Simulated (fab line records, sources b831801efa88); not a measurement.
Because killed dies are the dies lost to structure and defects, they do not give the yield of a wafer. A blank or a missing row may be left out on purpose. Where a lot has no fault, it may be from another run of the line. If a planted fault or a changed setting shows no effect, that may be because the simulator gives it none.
Which of the tools did it? -- flow sky130 -- Sampling: 12 lots, 36 wafers, 4 of 708 route steps

## WHAT THE GAUGES SHOWED, per wafer
SKY_POLY_CUT_CD_MEAS_08: the cd target is 270 nm. Usual: 270.2 nm for cd_nm, sd 1.6.
lot,measured,on,cd_nm (nm),flag
L281,day 24 12:48,cd_sem-02,270.9 271.3 270.0,
L282,day 25 12:24,cd_sem-01,270.1 270.0 270.8,
L284,day 25 21:37,cd_sem-02,270.6 269.4 270.0,
L288,day 27 05:06,cd_sem-01,269.6 270.3 269.2,
L289,day 27 07:44,cd_sem-01,270.8 272.4 268.9,
L291,day 27 22:41,cd_sem-02,270.3 269.8 268.8,
L292,day 28 10:57,cd_sem-01,270.1 269.3 269.1,
L293,day 28 15:02,cd_sem-01,270.2 270.5 271.0,
L296,day 29 12:23,cd_sem-01,270.0 270.9 270.3,
L299,day 30 15:07,cd_sem-01,269.3 270.6 269.8,
L301,day 30 22:25,cd_sem-01,271.8 269.8 270.6,
L302,day 31 10:01,cd_sem-01,267.8 268.1 267.7,

SKY_LI_CONTACT_CD_MEAS_12: the cd target is 170 nm. Usual: 170.3 nm for cd_nm, sd 1.6.
lot,measured,on,cd_nm (nm),flag
L281,day 29 08:58,cd_sem-01,166.0 166.2 167.3,
L282,day 30 08:31,cd_sem-02,171.3 171.2 171.0,
L284,day 30 17:56,cd_sem-01,172.2 172.5 172.5,
L288,day 31 23:51,cd_sem-02,172.8 173.5 173.6,
L289,day 32 02:02,cd_sem-02,172.2 171.3 171.3,
L291,day 32 15:48,cd_sem-01,170.5 168.7 171.4,
L292,day 33 02:23,cd_sem-02,170.0 170.6 173.1,
L293,day 33 06:52,cd_sem-02,168.6 168.0 169.2,
L296,day 34 02:55,cd_sem-01,168.2 167.3 166.7,
L299,day 35 03:22,cd_sem-02,170.2 170.5 170.2,
L301,day 35 12:01,cd_sem-01,171.7 172.1 171.3,
L302,day 35 22:01,cd_sem-01,169.8 169.9 167.7,

## TOOL THAT RAN EACH LOT (tool first, then ch and the chambers of the sampled wafers, then the start)
lot,SKY_POLY_CUT_ETCH_10,SKY_SD_N_RTA_14
L281,"rie_diel-02 ch 2,3, day 24 12:57","rtp_anneal-02 ch 0, day 28 04:15"
L282,"rie_diel-02 ch 0,1,3, day 25 12:31","rtp_anneal-02 ch 0, day 29 03:59"
L284,"rie_diel-02 ch 1,3, day 25 21:45","rtp_anneal-02 ch 0, day 29 12:23"
L288,"rie_diel-02 ch 0,1,2, day 27 05:14","rtp_anneal-01 ch 0, day 30 19:10"
L289,"rie_diel-03 ch 1,3, day 27 07:52","rtp_anneal-02 ch 0, day 30 21:26"
L291,"rie_diel-02 ch 1,2, day 27 22:48","rtp_anneal-02 ch 0, day 31 11:38"
L292,"rie_diel-02 ch 1,2,3, day 28 11:04","rtp_anneal-01 ch 0, day 31 22:34"
L293,"rie_diel-03 ch 0,2,3, day 28 15:11","rtp_anneal-02 ch 0, day 32 03:00"
L296,"rie_diel-03 ch 1,3, day 29 12:31","rtp_anneal-01 ch 0, day 32 23:40"
L299,"rie_diel-01 ch 0,1, day 30 15:13","rtp_anneal-02 ch 0, day 33 23:44"
L301,"rie_diel-02 ch 1,2,3, day 30 22:34","rtp_anneal-02 ch 0, day 34 08:43"
L302,"rie_diel-01 ch 0,1,2, day 31 10:10","rtp_anneal-01 ch 0, day 34 18:28"
- SKY_POLY_CUT_ETCH_10: etches BARC in N2/H2, stops on SiO2, time 45.9 s, target depth 60 nm.
- SKY_SD_N_RTA_14: time 2 s.

## AS READ BY THE TOOLS THEMSELVES (means over the sampled wafers that have a number; for cases with no such wafer, the mark the record gives instead)
SKY_POLY_CUT_ETCH_10. Usual: drypump_motor_current_A 6.0 A, standard deviation 0.4; n2_flow_sccm 100.03 sccm, standard deviation 0.3; oes_product_au 0.855 a.u., standard deviation 0.0046; throttle_valve_pct 13.227 %, standard deviation 0.0091.
lot,tool,drypump_motor_current_A (A),n2_flow_sccm (sccm),oes_product_au (a.u.),throttle_valve_pct (%),flag
L281,rie_diel-02,6.1,99.88,0.858,13.224,
L282,rie_diel-02,6.1,99.94,0.856,13.225,
L284,rie_diel-02,6.3,99.96,0.854,13.224,
L288,rie_diel-02,6.4,100.23,0.859,13.229,
L289,rie_diel-03,5.9,99.75,0.852,13.235,
L291,rie_diel-02,6.5,99.90,0.851,13.229,
L292,rie_diel-02,6.2,99.97,0.856,13.227,
L293,rie_diel-03,5.6,100.05,0.855,13.219,
L296,rie_diel-03,6.0,100.20,0.859,13.234,
L299,rie_diel-01,6.2,99.95,0.856,13.226,
L301,rie_diel-02,6.2,99.81,0.857,13.220,
L302,rie_diel-01,5.9,99.70,0.852,13.226,

SKY_SD_N_RTA_14. Usual: anneal_temp_c_max 1078.7, standard deviation 0.76; lamp_power_pct 15.73 %, standard deviation 0.051; ramp_up_c_per_s 150.00, standard deviation 0.029; wafer_temp_C_max 1078.0, standard deviation 1.3.
lot,tool,anneal_temp_c_max,lamp_power_pct (%),ramp_up_c_per_s,wafer_temp_C_max,flag
L281,rtp_anneal-02,1078.2,15.73,149.99,1077.8,
L282,rtp_anneal-02,1078.8,15.73,150.02,1078.0,
L284,rtp_anneal-02,1079.4,15.74,150.03,1078.1,
L288,rtp_anneal-01,1078.6,15.75,150.00,1076.9,
L289,rtp_anneal-02,1078.1,15.75,149.99,1078.1,
L291,rtp_anneal-02,1078.6,15.72,150.00,1079.2,
L292,rtp_anneal-01,1078.8,15.78,150.03,1078.6,
L293,rtp_anneal-02,1078.2,15.74,150.01,1078.0,
L296,rtp_anneal-01,1078.9,15.73,150.00,1077.8,
L299,rtp_anneal-02,1078.4,15.69,44.99,1079.1,OFF
L301,rtp_anneal-02,1078.2,15.70,44.98,1077.1,OFF
L302,rtp_anneal-01,1079.3,15.72,149.98,1078.4,

## THE ANSWER, worked out from the rows above alone
Rule: take the mean of a lot's wafers that have a number; if it is more than 3 standard deviations from the usual mean, the lot is off. Also off: a lot with no number at a reading for which 4 or more lots have one. Any other lot the step has rows for is counted as sound. After the gauges, taken in route order, come the tools' own readings; for these a lot's mean is taken, as printed above. At the first step where some lot is off, the reading lying furthest off is the one used; lots without a number count as furthest.
Off: L299, L301, at SKY_SD_N_RTA_14 (ramp_up_c_per_s).
A tool fits if, at that step or a process step before it, it ran every lot that is off, and no sound lot after the first of them. One candidate fits, namely rtp_anneal-02 at SKY_SD_N_RTA_14. A fault onset in the window from L293 (day 32 03:00, its last sound lot) to L299 (day 33 23:44, its first lot off) fits.
The tool's own readings at SKY_SD_N_RTA_14 bear it out: on the lots that are off they differ by more than 5 times the standard deviation of the sound lots' means. ramp_up_c_per_s reads 44.98 there against 150.00 on the sound lots.

## WHAT THE SIMULATOR HAD INSERTED
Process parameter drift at SKY_SD_N_RTA_14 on rtp_anneal-02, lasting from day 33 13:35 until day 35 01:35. Setting ramp_up_c_per_s shifted by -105 from 150. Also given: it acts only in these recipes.
Shown lots that were struck: L299, L301. The rule given above showed the same thing.
